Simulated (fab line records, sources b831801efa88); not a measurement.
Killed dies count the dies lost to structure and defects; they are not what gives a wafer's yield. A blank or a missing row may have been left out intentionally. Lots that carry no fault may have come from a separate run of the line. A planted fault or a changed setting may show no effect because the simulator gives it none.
Which tool is to blame?	flow gf180mcu	14 lots, 42 wafers sampled, at 4 steps of a route of 602

WHAT THE GAUGES READ, wafer by wafer
GF_V2_THK_MEAS_25: measures by xrf. Usual: V2_W_THK gives 346 nm (standard deviation 3.8).
lot	measured	on	V2_W_THK (nm)	flag
L589	day 20 06:02	film-metro-03	349 343 345	
L590	day 20 12:37	film-metro-03	342 352 350	
L591	day 21 01:20	film-metro-02	340 351 344	
L593	day 22 01:08	film-metro-03	342 349 337	
L594	day 22 05:22	film-metro-04	345 344 343	
L596	day 23 05:23	film-metro-03	350 348 347	
L597	day 23 08:33	film-metro-04	350 348 347	
L606	day 26 08:32	film-metro-04	345 347 348	
L607	day 26 16:02	film-metro-02	349 344 342	
L608	day 26 20:23	film-metro-03	348 354 351	
L609	day 27 06:52	film-metro-02	347 347 350	
L610	day 27 14:56	film-metro-04	346 344 350	
L611	day 27 21:25	film-metro-04	344 337 342	
L612	day 28 06:08	film-metro-02	348 348 351	

GF_M3_OVL_MEAS_15. Usual: M3_OVL gives -2 nm (standard deviation 5.7).
lot	measured	on	M3_OVL (nm)	flag
L589	day 21 07:17	overlay-01	-2 3 1	
L590	day 21 12:43	overlay-01	1 -8 -12	
L591	day 22 01:30	overlay-01	-7 1 3	
L593	day 23 01:57	overlay-02	1 -8 0	
L594	day 23 05:19	overlay-01	0 6 -9	
L596	day 24 04:18	overlay-02	7 0 10	
L597	day 24 08:09	overlay-01	1 -5 4	
L606	day 27 05:56	overlay-02	-1 3 1	
L607	day 27 12:54	overlay-01	-9 -4 -6	
L608	day 27 17:07	overlay-01	11 7 0	
L609	day 28 03:53	overlay-02	3 -7 5	
L610	day 28 11:16	overlay-02	-7 -7 -3	
L611	day 28 18:01	overlay-02	-1 3 -3	
L612	day 29 02:31	overlay-01	11 5 -6	

GF_V3_THK_MEAS_01. Usual: V3_CVD_00_THK gives 597 nm (standard deviation 6.3).
lot	measured	on	V3_CVD_00_THK (nm)	flag
L589	day 21 08:07	film-metro-03	588 601 594	
L590	day 21 13:31	film-metro-03	604 602 600	
L591	day 22 02:18	film-metro-01	594 596 596	
L593	day 23 02:57	film-metro-03	584 595 594	
L594	day 23 06:05	film-metro-04	598 603 599	
L596	day 24 05:25	film-metro-01	607 599 602	
L597	day 24 08:58	film-metro-01	592 603 593	
L606	day 27 06:43	film-metro-04	597 594 601	
L607	day 27 13:43	film-metro-01	609 610 606	
L608	day 27 17:54	film-metro-03	607 592 597	
L609	day 28 04:41	film-metro-03	593 594 596	
L610	day 28 12:03	film-metro-01	601 600 601	
L611	day 28 18:47	film-metro-03	584 589 586	
L612	day 29 03:17	film-metro-04	590 582 590	

EACH LOT AND THE TOOL THAT RAN IT (in order: tool; ch and the chambers of the sampled wafers; start)
lot	GF_M3_DEVELOP_13
L589	litho-track-03 ch 0, day 21 06:55
L590	litho-track-03 ch 0, day 21 12:27
L591	litho-track-04 ch 0, day 22 01:14
L593	litho-track-04 ch 0, day 23 01:38
L594	litho-track-04 ch 0, day 23 05:04
L596	litho-track-04 ch 0, day 24 04:02
L597	litho-track-04 ch 0, day 24 07:53
L606	litho-track-01 ch 0, day 27 05:41
L607	litho-track-01 ch 0, day 27 12:38
L608	litho-track-04 ch 0, day 27 16:53
L609	litho-track-03 ch 0, day 28 03:39
L610	litho-track-01 ch 0, day 28 11:01
L611	litho-track-03 ch 0, day 28 17:45
L612	litho-track-03 ch 0, day 29 02:15
- GF_M3_DEVELOP_13: develop time 60 s.

AS READ BY THE TOOLS THEMSELVES (means over the sampled wafers that have a number; for cases with no such wafer, the mark the record gives instead)
GF_M3_DEVELOP_13. Usual: developer-temp-C at 20.99 C, with a standard deviation of 0.11.
lot	tool	developer-temp-C (C)	flag
L589	litho-track-03	20.92	
L590	litho-track-03	20.94	
L591	litho-track-04	20.80	
L593	litho-track-04	20.93	
L594	litho-track-04	21.06	
L596	litho-track-04	20.14	OFF
L597	litho-track-04	20.08	OFF
L606	litho-track-01	20.87	
L607	litho-track-01	21.03	
L608	litho-track-04	20.99	
L609	litho-track-03	20.88	
L610	litho-track-01	21.09	
L611	litho-track-03	20.94	
L612	litho-track-03	21.10	

THE ANSWER, worked out from the rows above alone
Rule: a lot is off if the mean of its wafers that have a number lies more than 3 standard deviations from the usual mean. A lot without any number at a reading at which 4 lots or more have one is off too. All remaining lots with rows at the step are treated as sound. Order of review: gauges by route order, followed by the tools' own readings, for which a lot's mean as printed above is used. At the first step where some lot is off, the reading lying furthest off is the one used; lots without a number count as furthest.
Off at GF_M3_DEVELOP_13 (developer-temp-C): L596, L597.
A tool fits if, at that step or a process step before it, it ran every lot that is off, and no sound lot after the first of them. No candidate that was tried fits.

WHAT WAS PUT IN BY THE SIMULATOR
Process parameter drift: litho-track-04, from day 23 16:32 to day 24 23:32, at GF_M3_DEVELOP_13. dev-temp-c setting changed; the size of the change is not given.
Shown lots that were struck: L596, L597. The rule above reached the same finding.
